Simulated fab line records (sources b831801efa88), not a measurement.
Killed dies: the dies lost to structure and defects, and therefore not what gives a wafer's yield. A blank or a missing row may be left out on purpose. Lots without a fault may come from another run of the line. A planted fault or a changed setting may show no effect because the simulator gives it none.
fab line records	flow gf180mcu	part 1 of 2: steps 1 to 33 of 42
record lots=5	wafers=15	last-day=34
route steps=602 shown M4@461 V4@476
lots that met no fault: from a run of the same line without faults
start-h: hours from the record's opening day to when the first of the lot's shown wafers began	wait-h: hours from the lot's prior step to this one	" the same as in the row above	L1.1+2: a row that stands for several wafers	- either no value or no given start	* or withheld: withheld	< > ~ a bound
route shown NAME@n: names a module that has steps shown in the file, with the first one's number in the route	usual: average and standard deviation across the fault-free wafers	same: alike in all rows	chamber/n: place in a boat	sites: readings site by site	_std_site: standard deviation of those values	_edge_site: mean of outer sites minus mean of inner sites	radius-mm: for every site, how far away it sits from the centre of the wafer	mask NAME#n: copy n	behind: the tool/chamber that last shaped the wafer	hold: reason for holding the lot/hours on hold/outcome of the hold	device: the n, p or np transistor that did not switch	end of line: at the end of the route, the tests of the same wafers	a step given without rows: its recipe and nothing more	killed: dies that structure and defects cost at the first sort, which is not the same as the wafer's yield	map: a wafer's dies, marking killed ones x, the rest . and places with no die _
set.NAME: the setting that was run; set.NAME@STEP: the one run at that earlier step	model.NAME: the simulator's own value behind a step, which no gauge read
lots seen at some steps along the route; tables by step, rows by wafer
services: the hour from which a tool's chamber was out of use, counted from the record's first day as start-h (under 0 if before that day), plus the number of hours and why
## steps
# step GF_M4_RS_MEAS_05
# recipe thk-meas-gauge=four-point-probe	reads=TiN_of_M4_SPUTTER_04+Ti_of_M4_SPUTTER_03+AlCu_of_M4_SPUTTER_02+TiN_of_M4_SPUTTER_01+Ti_of_M4_SPUTTER_00
# usual M4_ALCU_RS=0.0702/0.00087
lot.wafer	tool	chamber	start-h	wait-h	M4_ALCU_RS[ohm/sq]
L077.1	film-metro-04	-	541.48	0.0	0.0706
L077.2	"	-	"	"	0.0696
L077.6	"	-	"	"	0.0698
L086.1	film-metro-02	-	621.27	0.0	0.0695
L086.5	"	-	"	"	0.0692
L086.6	"	-	"	"	0.0700
L092.1	film-metro-04	-	659.84	0.0	0.0691
L092.3	"	-	"	"	0.0686
L092.4	"	-	"	"	0.0690
L093.2	film-metro-02	-	664.89	0.0	0.0693
L093.4	"	-	"	"	0.0697
L093.5	"	-	"	"	0.0696
L096.1	film-metro-02	-	683.43	0.0	0.0710
L096.2	"	-	"	"	0.0715
L096.5	"	-	"	"	0.0707
# step GF_M4_THK_MEAS_06
# recipe thk-meas-gauge=xrf	reads=AlCu_of_M4_SPUTTER_02
# usual M4_ALCU_THK=444/5.3
lot.wafer	tool	chamber	start-h	wait-h	M4_ALCU_THK[nm]
L077.1	film-metro-04	-	541.60	0.1	437
L077.2	"	-	"	"	443
L077.6	"	-	"	"	442
L086.1	film-metro-02	-	621.39	0.1	450
L086.5	"	-	"	"	448
L086.6	"	-	"	"	445
L092.1	film-metro-04	-	659.96	0.1	447
L092.3	"	-	"	"	453
L092.4	"	-	"	"	444
L093.2	film-metro-02	-	665.00	0.1	449
L093.4	"	-	"	"	447
L093.5	"	-	"	"	449
L096.1	film-metro-02	-	683.55	0.1	440
L096.2	"	-	"	"	437
L096.5	"	-	"	"	441
# step GF_M4_DEHYDRATE_07
# recipe temp-c=200	time-s=60
lot.wafer	tool	chamber	start-h	wait-h
L077.1+2+6	litho-track-01	0	551.82	10.2
L086.1+5+6	litho-track-03	0	630.15	8.8
L092.1+3+4	litho-track-02	0	668.88	8.9
L093.2+4+5	litho-track-03	0	674.42	9.4
L096.1+2+5	litho-track-02	0	692.23	8.7
# step GF_M4_HMDS_08
# recipe prime-time-s=60	prime-temp-c=120
lot.wafer	tool	chamber	start-h	wait-h
L077.1+2+6	litho-track-01	0	551.97	0.1
L086.1+5+6	litho-track-03	0	630.30	0.1
L092.1+3+4	litho-track-02	0	669.03	0.1
L093.2+4+5	litho-track-03	0	674.57	0.1
L096.1+2+5	litho-track-02	0	692.38	0.1
# step GF_M4_COAT_09
# recipe resist=KrF	spin-rpm=withheld	resist-thk-nm=1000
lot.wafer	tool	chamber	start-h	wait-h
L077.1+2+6	litho-track-01	0	552.12	0.1
L086.1+5+6	litho-track-03	0	630.45	0.1
L092.1+3+4	litho-track-02	0	669.18	0.1
L093.2+4+5	litho-track-03	0	674.72	0.1
L096.1+2+5	litho-track-02	0	692.53	0.1
# step GF_M4_SOFTBAKE_10
# recipe temp-c=130	time-s=60	resist=KrF
lot.wafer	tool	chamber	start-h	wait-h
L077.1+2+6	litho-track-01	0	552.27	0.1
L086.1+5+6	litho-track-03	0	630.60	0.1
L092.1+3+4	litho-track-02	0	669.33	0.1
L093.2+4+5	litho-track-03	0	674.87	0.1
L096.1+2+5	litho-track-02	0	692.68	0.1
# step GF_M4_EXPOSE_11
# recipe mask-id=Metal4	target-cd-nm=280	na=0.68	source-shape=conventional	sigma-outer=0.6	dose-mj=28
lot.wafer	tool	chamber	start-h	wait-h	mask
L077.1+2+6	krf-scanner-01	0	-	-	Metal4#0
L086.1+5+6	krf-scanner-02	0	-	-	Metal4#0
L092.1+3+4	krf-scanner-02	0	-	-	Metal4#0
L093.2+4+5	krf-scanner-02	0	-	-	Metal4#0
L096.1+2+5	krf-scanner-01	0	-	-	Metal4#0
# step GF_M4_PEB_12
# recipe peb-temp-c=135	peb-time-s=90	resist=KrF
lot.wafer	tool	chamber	start-h	wait-h
L077.1+2+6	litho-track-01	0	-	-
L086.1+5+6	litho-track-03	0	-	-
L092.1+3+4	litho-track-03	0	-	-
L093.2+4+5	litho-track-01	0	-	-
L096.1+2+5	litho-track-01	0	-	-
# step GF_M4_DEVELOP_13
# recipe develop-time-s=60	dev-temp-c=21
lot.wafer	tool	chamber	start-h	wait-h
L077.1+2+6	litho-track-01	0	562.82	0.2
L086.1+5+6	litho-track-03	0	641.00	0.2
L092.1+3+4	litho-track-03	0	678.75	0.2
L093.2+4+5	litho-track-01	0	684.34	0.2
L096.1+2+5	litho-track-01	0	702.22	0.2
# step GF_M4_CD_MEAS_14
# recipe target-cd-nm=280
# usual cd-nm=279.8/1.3
lot.wafer	tool	chamber	start-h	wait-h	cd-nm
L077.1	cd-sem-01	-	562.97	0.1	277.4
L077.2	"	-	"	"	278.0
L077.6	"	-	"	"	276.8
L086.1	cd-sem-02	-	641.15	0.1	276.9
L086.5	"	-	"	"	278.0
L086.6	"	-	"	"	276.5
L092.1	cd-sem-01	-	678.90	0.1	282.3
L092.3	"	-	"	"	281.4
L092.4	"	-	"	"	281.0
L093.2	cd-sem-01	-	684.49	0.1	280.5
L093.4	"	-	"	"	280.7
L093.5	"	-	"	"	281.0
L096.1	cd-sem-01	-	702.37	0.1	279.9
L096.2	"	-	"	"	280.5
L096.5	"	-	"	"	279.7
# step GF_M4_OVL_MEAS_15
# usual M4_OVL=2/6
lot.wafer	tool	chamber	start-h	wait-h	M4_OVL[nm]
L077.1	overlay-02	-	563.09	0.1	-1
L077.2	"	-	"	"	-6
L077.6	"	-	"	"	-7
L086.1	overlay-01	-	641.27	0.1	1
L086.5	"	-	"	"	-1
L086.6	"	-	"	"	12
L092.1	overlay-02	-	679.02	0.1	7
L092.3	"	-	"	"	-5
L092.4	"	-	"	"	14
L093.2	overlay-02	-	684.60	0.1	8
L093.4	"	-	"	"	9
L093.5	"	-	"	"	19
L096.1	overlay-02	-	702.49	0.1	0
L096.2	"	-	"	"	-4
L096.5	"	-	"	"	-7
# step GF_M4_METAL_ETCH_16
# recipe chemistry=Cl2/BCl3	mask-material=KrF	target-depth-nm=750.8	stop-on=SiO2	pressure-mtorr=8	icp-w=800	bias-w=140	Cl2_flow_sccm=80	bcl3-flow-sccm=40	time-s=125.1
# usual drypump-motor-current-A=5.6/0.59	oes-product-au=0.986/0.0071	throttle-valve-pct=28.234/0.01
lot.wafer	tool	chamber	start-h	wait-h	drypump-motor-current-A	oes-product-au	rf-hours-counter-h	throttle-valve-pct
L077.1	rie-metal-01	0	563.13	0.0	6.6	0.987	13	28.234
L077.2	"	1	"	"	6.4	0.989	5	28.227
L077.6	"	1	"	"	6.4	0.993	-	28.228
L086.1	rie-metal-03	1	641.31	0.0	5.7	0.984	7	28.227
L086.5	"	0	"	"	5.8	0.980	-	28.250
L086.6	"	1	"	"	5.7	1.003	-	28.241
L092.1	rie-metal-03	0	679.06	0.0	5.8	0.990	12	28.233
L092.3	"	1	"	"	5.7	0.989	-	28.233
L092.4	"	0	"	"	5.8	0.983	-	28.229
L093.2	rie-metal-03	1	684.63	0.0	5.7	0.984	9	28.215
L093.4	"	0	"	"	5.8	0.988	-	28.229
L093.5	"	1	"	"	5.7	0.990	-	28.228
L096.1	rie-metal-03	1	702.52	0.0	5.7	0.997	9	28.220
L096.2	"	0	"	"	5.8	0.992	13	28.254
L096.5	"	0	"	"	5.8	0.977	-	28.248
# step GF_M4_STRIP_17
# recipe chemistry=O2/N2	power-w=1400	pressure-mtorr=1500	platen-temp-c=250	o2-flow-sccm=3000	n2-flow-sccm=300	overash-fraction=0.5
# usual drypump-motor-current-A=5.4/0.57	heater-power-w=337/34	oes-product-au=0.539/0.0052	strip-time-to-endpoint-s=7.42/0.054
lot.wafer	tool	chamber	start-h	wait-h	drypump-motor-current-A	heater-power-w	oes-product-au	rf-hours-counter-h	strip-time-to-endpoint-s
L077.1	plasma-asher-02	1	563.26	0.1	6.8	283	0.540	47	7.43
L077.2	"	0	"	"	4.9	303	0.534	47	7.30
L077.6	"	0	"	"	4.9	315	0.539	-	7.35
L086.1	plasma-asher-01	0	641.43	0.1	5.3	327	0.541	21	7.35
L086.5	"	0	"	"	5.3	326	0.536	-	7.44
L086.6	"	1	"	"	5.3	387	0.536	-	7.29
L092.1	plasma-asher-03	1	679.18	0.1	5.2	377	0.542	105	7.41
L092.3	"	0	"	"	5.2	326	0.534	-	7.38
L092.4	"	1	"	"	5.2	375	0.535	-	7.48
L093.2	plasma-asher-03	0	684.75	0.1	5.2	332	0.536	105	7.41
L093.4	"	1	"	"	5.2	367	0.544	-	7.46
L093.5	"	0	"	"	5.2	343	0.535	-	7.34
L096.1	plasma-asher-02	0	702.65	0.1	4.9	309	0.536	62	7.41
L096.2	"	1	"	"	6.8	276	0.544	62	7.48
L096.5	"	1	"	"	6.8	281	0.546	-	7.45
# step GF_M4_STRIP_18
# recipe chemistry=post-etch-residue-remover	time-s=1200	temp-c=72.5
# usual bath-guard-temp-C=72.6/0.59
lot.wafer	tool	chamber	start-h	wait-h	bath-guard-temp-C
L077.1	wet-bench-04	2	563.36	0.1	72.8
L077.2	"	2	"	"	72.6
L077.6	"	2	"	"	72.9
L086.1	wet-bench-04	0	641.53	0.1	72.3
L086.5	"	0	"	"	72.1
L086.6	"	0	"	"	72.2
L092.1	wet-bench-02	1	679.28	0.1	72.8
L092.3	"	1	"	"	73.1
L092.4	"	1	"	"	72.7
L093.2	wet-bench-02	3	684.85	0.1	71.9
L093.4	"	3	"	"	72.4
L093.5	"	3	"	"	72.1
L096.1	wet-bench-04	0	702.75	0.1	71.9
L096.2	"	0	"	"	72.0
L096.5	"	0	"	"	72.2
# step GF_M4_CLEAN_19
# recipe chemistry=DIW	dry=n2-spin
lot.wafer	tool	chamber	start-h	wait-h
L077.1+2+6	wet-bench-02	1	564.04	0.0
L086.1+5+6	wet-bench-01	0	641.88	0.0
L092.1+3+4	wet-bench-04	2	679.66	0.0
L093.2+4+5	wet-bench-04	2	685.20	0.0
L096.1+2+5	wet-bench-02	2	703.13	0.0
# step GF_V4_CVD_00
# recipe material=SiO2	target-thk-nm=600	sigma-open-frac=0.3	temp-c=400	time-s=100	sih4-flow-sccm=62.51	pressure-mtorr=6
# usual sih4-flow-sccm=62.52/0.19
lot.wafer	tool	chamber	start-h	wait-h	sih4-flow-sccm
L077.1	hdpcvd-01	1	564.13	0.0	62.76
L077.2	"	0	"	"	62.53
L077.6	"	2	"	"	62.40
L086.1	hdpcvd-02	0	641.97	0.0	62.67
L086.5	"	0	"	"	62.58
L086.6	"	2	"	"	62.73
L092.1	hdpcvd-02	0	679.75	0.0	62.53
L092.3	"	1	"	"	62.62
L092.4	"	0	"	"	62.62
L093.2	hdpcvd-02	0	685.29	0.0	62.53
L093.4	"	1	"	"	62.73
L093.5	"	2	"	"	62.24
L096.1	hdpcvd-02	1	703.22	0.0	62.69
L096.2	"	2	"	"	62.50
L096.5	"	1	"	"	62.78
# step GF_V4_THK_MEAS_01
# recipe reads=SiO2_of_V4_CVD_00
# usual V4_CVD_00_THK=626/5.6
lot.wafer	tool	chamber	start-h	wait-h	V4_CVD_00_THK[nm]
L077.1	film-metro-01	-	564.20	0.0	624
L077.2	"	-	"	"	635
L077.6	"	-	"	"	631
L086.1	film-metro-01	-	642.04	0.0	625
L086.5	"	-	"	"	631
L086.6	"	-	"	"	626
L092.1	film-metro-01	-	679.82	0.0	625
L092.3	"	-	"	"	626
L092.4	"	-	"	"	624
L093.2	film-metro-02	-	685.37	0.0	627
L093.4	"	-	"	"	622
L093.5	"	-	"	"	633
L096.1	film-metro-03	-	703.29	0.0	614
L096.2	"	-	"	"	623
L096.5	"	-	"	"	619
# step GF_V4_CVD_02
# recipe material=SiO2	target-thk-nm=850	precursor=TEOS	temp-c=400	time-s=94.851	rf-w=600
# usual heater-power-w=662/130
lot.wafer	tool	chamber	start-h	wait-h	heater-power-w
L077.1	pecvd-04	2	564.26	0.1	864
L077.2	"	0	"	"	490
L077.6	"	1	"	"	449
L086.1	pecvd-04	2	642.10	0.1	837
L086.5	"	1	"	"	555
L086.6	"	2	"	"	925
L092.1	pecvd-02	1	679.88	0.1	635
L092.3	"	2	"	"	714
L092.4	"	1	"	"	679
L093.2	pecvd-02	1	685.42	0.0	586
L093.4	"	2	"	"	625
L093.5	"	1	"	"	628
L096.1	pecvd-02	1	703.35	0.1	569
L096.2	"	0	"	"	606
L096.5	"	1	"	"	653
# step GF_V4_THK_MEAS_03
# recipe reads=SiO2_of_V4_CVD_02
# usual V4_CVD_02_THK=850/11
lot.wafer	tool	chamber	start-h	wait-h	V4_CVD_02_THK[nm]
L077.1	film-metro-03	-	564.33	0.0	846
L077.2	"	-	"	"	838
L077.6	"	-	"	"	855
L086.1	film-metro-02	-	642.17	0.0	854
L086.5	"	-	"	"	878
L086.6	"	-	"	"	872
L092.1	film-metro-02	-	679.95	0.0	843
L092.3	"	-	"	"	847
L092.4	"	-	"	"	858
L093.2	film-metro-01	-	685.50	0.0	841
L093.4	"	-	"	"	857
L093.5	"	-	"	"	852
L096.1	film-metro-03	-	703.45	0.1	839
L096.2	"	-	"	"	840
L096.5	"	-	"	"	859
# step GF_V4_CMP_04
# recipe material=SiO2	down-force-psi=4	platen-rpm=60	pad-velocity-m-s=0.94248
# usual motor-current-A=13.7/1.7	time-to-endpoint-s=82/5.2
lot.wafer	tool	chamber	start-h	wait-h	motor-current-A	time-to-endpoint-s
L077.1	cmp-02	0	564.44	0.1	15.0	78
L077.2	"	2	"	"	13.9	74
L077.6	"	3	"	"	14.8	79
L086.1	cmp-02	0	642.60	0.4	16.1	86
L086.5	"	1	"	"	13.3	99
L086.6	"	2	"	"	13.2	95
L092.1	cmp-01	2	680.05	0.1	13.3	81
L092.4	"	3	"	"	10.9	87
L092.3	"	0	"	"	12.5	75
L093.2	cmp-02	3	685.55	0.0	15.9	79
L093.4	"	2	"	"	13.6	85
L093.5	"	3	"	"	16.2	83
L096.2	cmp-02	1	703.51	0.0	12.8	82
L096.1	"	0	"	"	15.9	77
L096.5	"	2	"	"	13.5	86
# step GF_V4_BOW_MEAS_05
# recipe mode=bow
# usual V4_BOW=136/10
lot.wafer	tool	chamber	start-h	wait-h	V4_BOW[um]
L077.1	film-metro-02	-	564.69	0.2	129
L077.2	"	-	"	"	138
L077.6	"	-	"	"	135
L086.1	film-metro-02	-	642.75	0.1	149
L086.5	"	-	"	"	140
L086.6	"	-	"	"	146
L092.1	film-metro-01	-	680.35	0.2	139
L092.3	"	-	"	"	153
L092.4	"	-	"	"	136
L093.2	film-metro-01	-	685.87	0.3	136
L093.4	"	-	"	"	116
L093.5	"	-	"	"	134
L096.1	film-metro-01	-	703.81	0.1	133
L096.2	"	-	"	"	136
L096.5	"	-	"	"	138
# step GF_V4_DEHYDRATE_06
# recipe temp-c=200	time-s=60
lot.wafer	tool	chamber	start-h	wait-h
L077.1+2+6	litho-track-04	0	575.34	10.6
L086.1+5+6	litho-track-03	0	651.90	9.1
L092.1+3+4	litho-track-03	0	689.40	9.0
L093.2+4+5	litho-track-01	0	694.74	8.9
L096.1+2+5	litho-track-03	0	712.10	8.3
# step GF_V4_HMDS_07
# recipe prime-time-s=60	prime-temp-c=120
lot.wafer	tool	chamber	start-h	wait-h
L077.1+2+6	litho-track-04	0	575.49	0.1
L086.1+5+6	litho-track-03	0	652.05	0.1
L092.1+3+4	litho-track-03	0	689.55	0.1
L093.2+4+5	litho-track-01	0	694.89	0.1
L096.1+2+5	litho-track-03	0	712.25	0.1
# step GF_V4_COAT_08
# recipe resist=BARC	temp-c=withheld	time-s=withheld	spin-rpm=withheld	resist-thk-nm=withheld
lot.wafer	tool	chamber	start-h	wait-h
L077.1+2+6	litho-track-04	0	575.64	0.1
L086.1+5+6	litho-track-03	0	652.20	0.1
L092.1+3+4	litho-track-03	0	689.70	0.1
L093.2+4+5	litho-track-01	0	695.04	0.1
L096.1+2+5	litho-track-03	0	712.40	0.1
# step GF_V4_COAT_09
# recipe resist=KrF	spin-rpm=withheld	resist-thk-nm=1000
lot.wafer	tool	chamber	start-h	wait-h
L077.1+2+6	litho-track-04	0	-	-
L086.1+5+6	litho-track-03	0	-	-
L092.1+3+4	litho-track-03	0	-	-
L093.2+4+5	litho-track-01	0	-	-
L096.1+2+5	litho-track-03	0	-	-
# step GF_V4_SOFTBAKE_10
# recipe temp-c=130	time-s=60	resist=KrF
lot.wafer	tool	chamber	start-h	wait-h
L077.1+2+6	litho-track-04	0	-	-
L086.1+5+6	litho-track-03	0	-	-
L092.1+3+4	litho-track-03	0	-	-
L093.2+4+5	litho-track-01	0	-	-
L096.1+2+5	litho-track-03	0	-	-
# step GF_V4_EXPOSE_11
# recipe mask-id=Via4	target-cd-nm=260	na=0.68	source-shape=conventional	sigma-outer=0.6	dose-mj=38
lot.wafer	tool	chamber	start-h	wait-h	mask
L077.1+2+6	krf-scanner-01	0	-	-	Via4#0
L086.1+5+6	krf-scanner-01	0	-	-	Via4#0
L092.1+3+4	krf-scanner-02	0	-	-	Via4#0
L093.2+4+5	krf-scanner-02	0	-	-	Via4#0
L096.1+2+5	krf-scanner-01	0	-	-	Via4#0
# step GF_V4_PEB_12
# recipe peb-temp-c=135	peb-time-s=90	resist=KrF
lot.wafer	tool	chamber	start-h	wait-h
L077.1+2+6	litho-track-03	0	-	-
L086.1+5+6	litho-track-04	0	-	-
L092.1+3+4	litho-track-03	0	-	-
L093.2+4+5	litho-track-04	0	-	-
L096.1+2+5	litho-track-01	0	-	-
# step GF_V4_DEVELOP_13
# recipe develop-time-s=60	resist=KrF	dev-temp-c=21
lot.wafer	tool	chamber	start-h	wait-h
L077.1+2+6	litho-track-03	0	586.75	0.2
L086.1+5+6	litho-track-04	0	662.13	0.2
L092.1+3+4	litho-track-03	0	699.35	0.2
L093.2+4+5	litho-track-04	0	704.11	0.2
L096.1+2+5	litho-track-01	0	721.37	0.2
# step GF_V4_CD_MEAS_14
# recipe target-cd-nm=260
# usual cd-nm=260.5/1.4
lot.wafer	tool	chamber	start-h	wait-h	cd-nm
L077.1	cd-sem-02	-	586.90	0.1	260.1
L077.2	"	-	"	"	259.1
L077.6	"	-	"	"	259.1
L086.1	cd-sem-02	-	662.28	0.1	259.9
L086.5	"	-	"	"	259.7
L086.6	"	-	"	"	259.2
L092.1	cd-sem-01	-	699.50	0.1	260.7
L092.3	"	-	"	"	260.9
L092.4	"	-	"	"	261.7
L093.2	cd-sem-02	-	704.25	0.1	258.4
L093.4	"	-	"	"	259.4
L093.5	"	-	"	"	258.3
L096.1	cd-sem-02	-	721.52	0.1	259.2
L096.2	"	-	"	"	259.9
L096.5	"	-	"	"	259.2
# step GF_V4_OVL_MEAS_15
# usual V4_OVL=-3/5.4
lot.wafer	tool	chamber	start-h	wait-h	V4_OVL[nm]
L077.1	overlay-02	-	587.02	0.1	-3
L077.2	"	-	"	"	-6
L077.6	"	-	"	"	-5
L086.1	overlay-02	-	662.40	0.1	1
L086.5	"	-	"	"	-1
L086.6	"	-	"	"	0
L092.1	overlay-01	-	699.62	0.1	-3
L092.3	"	-	"	"	-9
L092.4	"	-	"	"	3
L093.2	overlay-01	-	704.36	0.1	-4
L093.4	"	-	"	"	-5
L093.5	"	-	"	"	-5
L096.1	overlay-02	-	721.64	0.1	0
L096.2	"	-	"	"	-4
L096.5	"	-	"	"	-4
# step GF_V4_ETCH_16
# recipe chemistry=N2/H2	target-depth-a=withheld	overetch-a=withheld	time-s=withheld	target=BARC	ion-energy-ev=200	source-w=500	bias-w=100	pressure-mtorr=30	n2-flow-sccm=100	h2-flow-sccm=200
# usual drypump-motor-current-A=5.9/0.35	h2-flow-sccm=200.0/0.56	oes-product-au=0.855/0.0045	throttle-valve-pct=13.224/0.0085
lot.wafer	tool	chamber	start-h	wait-h	drypump-motor-current-A	h2-flow-sccm	oes-product-au	throttle-valve-pct
L077.1	rie-diel-01	1	587.06	0.0	5.4	199.2	0.852	13.230
L077.2	"	2	"	"	5.3	200.3	0.864	13.238
L077.6	"	2	"	"	5.3	200.0	0.857	13.231
L086.1	rie-diel-02	0	662.44	0.0	5.7	200.3	0.863	13.221
L086.5	"	1	"	"	6.2	200.3	0.853	13.223
L086.6	"	2	"	"	6.4	199.7	0.858	13.204
L092.1	rie-diel-02	2	699.65	0.0	6.4	199.7	0.849	13.242
L092.3	"	3	"	"	5.7	199.0	0.856	13.237
L092.4	"	1	"	"	6.2	200.4	0.852	13.222
L093.2	rie-diel-04	1	704.39	0.0	5.8	199.8	0.848	13.221
L093.4	"	3	"	"	5.7	199.6	0.858	13.219
L093.5	"	3	"	"	5.6	199.1	0.852	13.233
L096.1	rie-diel-04	1	721.67	0.0	5.8	199.6	0.858	13.229
L096.2	"	0	"	"	6.1	199.6	0.853	13.227
L096.5	"	2	"	"	6.2	200.0	0.855	13.225
# step GF_V4_ETCH_17
# recipe chemistry=C4F8/O2/Ar	mask-material=KrF	target=SiO2	stop-on=TiN	source-w=1500	bias-w=1200	pressure-mtorr=40	c4f8-flow-sccm=withheld	O2_flow_sccm=6	Ar_flow_sccm=300	time-s=withheld	target-depth-a=6300
# usual oes-product-au=0.856/0.0047
lot.wafer	tool	chamber	start-h	wait-h	oes-product-au
L077.1	rie-diel-01	1	-	-	0.847
L077.2	"	2	"	"	0.857
L077.6	"	2	"	"	0.857
L086.1	rie-diel-02	0	-	-	0.850
L086.5	"	1	"	"	0.859
L086.6	"	2	"	"	0.866
L092.1	rie-diel-02	2	-	-	0.842
L092.3	"	3	"	"	0.847
L092.4	"	1	"	"	0.854
L093.2	rie-diel-04	1	-	-	0.849
L093.4	"	3	"	"	0.858
L093.5	"	3	"	"	0.850
L096.1	rie-diel-04	1	-	-	0.862
L096.2	"	0	"	"	0.862
L096.5	"	2	"	"	0.856
